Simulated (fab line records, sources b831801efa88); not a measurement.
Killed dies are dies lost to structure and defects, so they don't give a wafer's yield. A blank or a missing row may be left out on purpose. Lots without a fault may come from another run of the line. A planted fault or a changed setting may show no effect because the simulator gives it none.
fab line records | flow gf180mcu
record lots=12 wafers=36 last_day=34
route steps=602 shown STI@13 NWELL@53 HV_LDD@192
lots that met no fault: from a run of the same line without faults
start_h: hours from the record's first day to the start of the lot's first wafer shown | wait_h: hours since the lot's step before | " the same as in the row above | L1.1+2: a row that stands for several wafers | - no value, or no start given | * or withheld: withheld | < > ~ a bound
route shown NAME@n: a module of which the file shows steps, and the number in the route of the first | usual: mean/standard deviation of fault-free wafers | same: alike in all rows | chamber/n: place in a boat | sites: the reading at each site | _std_site: their standard deviation | _edge_site: outer sites' mean less inner sites' | radius_mm: how far each site lies from the wafer's centre | mask NAME#n: copy n | behind: the tool/chamber that last shaped the wafer | hold: why the lot was held/for how many hours/how that ended | device: the transistor (n, p or np) that didn't switch | end of line: the same wafers' tests at the end of the route | a step without rows: its recipe alone | killed: dies lost to structure and defects at the first sort, not the wafer's yield | map: a wafer's dies, x killed, . not, _ none there
set.NAME: the setting as run; set.NAME@STEP: as run at that earlier step | model.NAME: the simulator's own value behind a step, which no gauge read
steps of the route over a sample of lots; a table a step, a row a wafer
services: from which hour (start_h, from the record's first day; less than 0 if before it) a tool's chamber was out of use, for how many hours, and why
## steps
# step GF_STI_CD_MEAS_12
# recipe target_cd_nm=220
# usual cd_nm=220.1/1.2
# columns lot.wafer tool chamber start_h wait_h cd_nm
L592.2 cd_sem-02 - 26.28 0.1 219.7
L592.3 " - " " 220.5
L592.5 " - " " 220.5
L593.1 cd_sem-01 - 30.56 0.1 219.7
L593.5 " - " " 219.5
L593.6 " - " " 220.0
L594.1 cd_sem-02 - 35.11 0.1 219.7
L594.2 " - " " 220.0
L594.4 " - " " 219.7
L595.1 cd_sem-02 - 40.91 0.1 217.8
L595.2 " - " " 217.6
L595.5 " - " " 219.1
L596.2 cd_sem-01 - 46.33 0.1 220.1
L596.4 " - " " 221.1
L596.6 " - " " 221.5
L597.1 cd_sem-02 - 51.81 0.1 219.1
L597.3 " - " " 219.4
L597.4 " - " " 219.6
L598.1 cd_sem-02 - 56.46 0.1 219.0
L598.3 " - " " 218.7
L598.4 " - " " 218.3
L599.2 cd_sem-01 - 61.28 0.1 220.9
L599.5 " - " " 218.6
L599.6 " - " " 218.5
L600.2 cd_sem-02 - 66.73 0.1 221.0
L600.3 " - " " 220.7
L600.5 " - " " 220.7
L603.3 cd_sem-01 - 83.20 0.1 220.0
L603.4 " - " " 219.6
L603.6 " - " " 220.2
L607.1 cd_sem-01 - 102.75 0.1 223.0
L607.4 " - " " 222.1
L607.6 " - " " 222.4
L612.1 cd_sem-01 - 128.11 0.1 220.8
L612.3 " - " " 219.6
L612.6 " - " " 221.0
# step GF_NWELL_TW_MEAS_11
# usual NWELL_TW=1566/19
# columns lot.wafer tool chamber start_h wait_h NWELL_TW
L592.2 film_metro-02 - 55.70 0.1 1551
L592.3 " - " " 1544
L592.5 " - " " 1537
L593.1 film_metro-04 - 60.56 0.1 1585
L593.5 " - " " 1585
L593.6 " - " " 1585
L594.1 film_metro-02 - 68.34 0.1 1546
L594.2 " - " " 1545
L594.4 " - " " 1549
L595.1 film_metro-04 - 72.16 0.1 1586
L595.2 " - " " 1587
L595.5 " - " " 1602
L596.2 film_metro-02 - 76.75 0.1 1544
L596.4 " - " " 1552
L596.6 " - " " 1536
L597.1 film_metro-04 - 83.61 0.1 1586
L597.3 " - " " 1595
L597.4 " - " " 1592
L598.1 film_metro-02 - 88.39 0.1 1539
L598.3 " - " " 1542
L598.4 " - " " 1545
L599.2 film_metro-04 - 92.55 0.1 1582
L599.5 " - " " 1578
L599.6 " - " " 1590
L600.2 film_metro-02 - 99.97 0.1 1543
L600.3 " - " " 1553
L600.5 " - " " 1544
L603.3 film_metro-01 - 116.93 0.1 1573
L603.4 " - " " 1574
L603.6 " - " " 1576
L607.1 film_metro-02 - 137.21 0.1 1555
L607.4 " - " " 1542
L607.6 " - " " 1555
L612.1 film_metro-01 - 164.69 0.1 1584
L612.3 " - " " 1582
L612.6 " - " " 1573
# step GF_HV_LDD_EXPOSE_16
# recipe mask_id=Pplus_LV_AREA target_cd_nm=400 na=0.6 source_shape=conventional sigma_outer=0.6 dose_mj=140
# usual exposure_dose_mJ_cm2=139.98/0.16
# same na=0.6 sigma_outer=0.6
# columns lot.wafer tool chamber start_h wait_h mask exposure_dose_mJ_cm2
L592.2 iline_stepper-01 0 227.94 - Pplus_LV_AREA#0 139.85
L592.3 " 0 " " Pplus_LV_AREA#0 139.91
L592.5 " 0 " " Pplus_LV_AREA#0 139.93
L593.1 iline_stepper-01 0 233.71 - Pplus_LV_AREA#0 140.11
L593.5 " 0 " " Pplus_LV_AREA#0 140.19
L593.6 " 0 " " Pplus_LV_AREA#0 140.35
L594.1 iline_stepper-01 0 242.25 - Pplus_LV_AREA#0 140.11
L594.2 " 0 " " Pplus_LV_AREA#0 140.18
L594.4 " 0 " " Pplus_LV_AREA#0 140.15
L595.1 iline_stepper-01 0 249.10 - Pplus_LV_AREA#0 140.04
L595.2 " 0 " " Pplus_LV_AREA#0 139.84
L595.5 " 0 " " Pplus_LV_AREA#0 139.85
L596.2 iline_stepper-01 0 255.12 - Pplus_LV_AREA#0 140.16
L596.4 " 0 " " Pplus_LV_AREA#0 140.07
L596.6 " 0 " " Pplus_LV_AREA#0 140.19
L597.1 iline_stepper-02 0 274.66 - Pplus_LV_AREA#0 140.01
L597.3 " 0 " " Pplus_LV_AREA#0 139.89
L597.4 " 0 " " Pplus_LV_AREA#0 140.03
L598.1 iline_stepper-02 0 274.89 - Pplus_LV_AREA#0 139.81
L598.3 " 0 " " Pplus_LV_AREA#0 139.89
L598.4 " 0 " " Pplus_LV_AREA#0 139.91
L599.2 iline_stepper-02 0 275.03 - Pplus_LV_AREA#0 140.24
L599.5 " 0 " " Pplus_LV_AREA#0 139.95
L599.6 " 0 " " Pplus_LV_AREA#0 140.00
L600.2 iline_stepper-01 0 294.20 - Pplus_LV_AREA#0 140.00
L600.3 " 0 " " Pplus_LV_AREA#0 139.89
L600.5 " 0 " " Pplus_LV_AREA#0 140.17
L603.3 iline_stepper-02 0 305.73 - Pplus_LV_AREA#0 130.96
L603.4 " 0 " " Pplus_LV_AREA#0 131.32
L603.6 " 0 " " Pplus_LV_AREA#0 131.37
L607.1 iline_stepper-02 0 341.88 - Pplus_LV_AREA#0 131.14
L607.4 " 0 " " Pplus_LV_AREA#0 131.11
L607.6 " 0 " " Pplus_LV_AREA#0 131.13
L612.1 iline_stepper-01 0 382.14 - Pplus_LV_AREA#0 140.22
L612.3 " 0 " " Pplus_LV_AREA#0 139.89
L612.6 " 0 " " Pplus_LV_AREA#0 139.96
# step GF_HV_LDD_CD_MEAS_19
# recipe target_cd_nm=400
# usual cd_nm=399.8/2.2
# columns lot.wafer tool chamber start_h wait_h cd_nm
L592.2 cd_sem-02 - 236.63 0.1 399.2
L592.3 " - " " 398.3
L592.5 " - " " 397.9
L593.1 cd_sem-01 - 243.27 0.1 402.1
L593.5 " - " " 400.4
L593.6 " - " " 400.1
L594.1 cd_sem-02 - 250.70 0.1 400.4
L594.2 " - " " 399.8
L594.4 " - " " 401.5
L595.1 cd_sem-01 - 258.17 0.1 401.5
L595.2 " - " " 399.4
L595.5 " - " " 401.8
L596.2 cd_sem-01 - 264.17 0.1 397.5
L596.4 " - " " 395.2
L596.6 " - " " 398.6
L597.1 cd_sem-01 - 282.37 0.2 399.9
L597.3 " - " " 398.1
L597.4 " - " " 396.7
L598.1 cd_sem-01 - 282.61 0.2 401.1
L598.3 " - " " 401.1
L598.4 " - " " 400.0
L599.2 cd_sem-01 - 282.75 0.3 399.3
L599.5 " - " " 399.1
L599.6 " - " " 398.6
L600.2 cd_sem-01 - 303.82 0.1 403.9
L600.3 " - " " 403.8
L600.5 " - " " 404.6
L603.3 cd_sem-01 - 316.29 0.1 379.8
L603.4 " - " " 382.9
L603.6 " - " " 381.8
L607.1 cd_sem-02 - 352.20 0.1 379.0
L607.4 " - " " 378.9
L607.6 " - " " 378.5
L612.1 cd_sem-02 - 393.92 0.1 400.1
L612.3 " - " " 399.0
L612.6 " - " " 399.0
# step GF_HV_LDD_CD_MEAS_31
# recipe target_cd_nm=400
# usual cd_nm=400.3/2.3
# columns lot.wafer tool chamber start_h wait_h cd_nm
L592.2 cd_sem-01 - 255.09 0.1 398.9
L592.3 " - " " 402.0
L592.5 " - " " 397.7
L593.1 cd_sem-02 - 261.86 0.1 397.4
L593.5 " - " " 397.6
L593.6 " - " " 396.7
L594.1 cd_sem-01 - 278.50 0.1 402.3
L594.2 " - " " 402.0
L594.4 " - " " 402.3
L595.1 cd_sem-01 - 279.80 0.1 400.7
L595.2 " - " " 400.6
L595.5 " - " " 400.9
L596.2 cd_sem-01 - 281.69 0.1 398.1
L596.4 " - " " 398.0
L596.6 " - " " 397.1
L597.1 cd_sem-01 - 302.60 0.1 396.7
L597.3 " - " " 398.0
L597.4 " - " " 398.6
L598.1 cd_sem-01 - 302.96 0.4 401.3
L598.3 " - " " 404.5
L598.4 " - " " 402.2
L599.2 cd_sem-01 - 303.52 0.1 400.8
L599.5 " - " " 402.3
L599.6 " - " " 400.8
L600.2 cd_sem-01 - 324.94 0.2 403.4
L600.3 " - " " 402.5
L600.5 " - " " 403.2
L603.3 cd_sem-02 - 337.09 0.1 396.4
L603.4 " - " " 397.6
L603.6 " - " " 395.1
L607.1 cd_sem-01 - 375.05 0.1 402.0
L607.4 " - " " 400.7
L607.6 " - " " 402.5
L612.1 cd_sem-01 - 417.80 0.1 401.7
L612.3 " - " " 402.0
L612.6 " - " " 400.5
## services
# columns tool chamber start_h hours kind
iline_stepper-02 - 214.94 1.7 pm
iline_stepper-02 - 256.71 12.2 repair
iline_stepper-01 - 257.77 32.6 repair
iline_stepper-02 0 315.26 - calibration
iline_stepper-01 - 361.69 1.7 pm
## key
first_sign step=GF_HV_LDD_EXPOSE_16 reading=exposure_dose_mJ_cm2 direction=down sigmas=55 usual=139.98 struck=131.17
effect step=GF_HV_LDD_CD_MEAS_19 reading=cd_nm direction=down sigmas=8.8 usual=399.8 struck=380.2
met_at GF_HV_LDD_EXPOSE_16
struck_lots L603,L607
tester_left_out L603,L607
not_acting_at GF_STI_CD_MEAS_12,GF_NWELL_TW_MEAS_11,GF_HV_LDD_CD_MEAS_31
onset_between 275.03 305.73
fault kind=process_parameter_drift tool=iline_stepper-02 chamber=- onset_h=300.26 steps=GF_HV_LDD_EXPOSE_16 channel=dose_mj offset=-8.8449 shape=step acts_in=these_recipes_only stated=140
# tester_left_out: of these lots the tester's yield and bins aren't shown, on N5 and GAA mostly nor the transistor test; their killed dies are dies lost to structure and defects alone, not to doping, threshold or leakage, so they don't give the yield
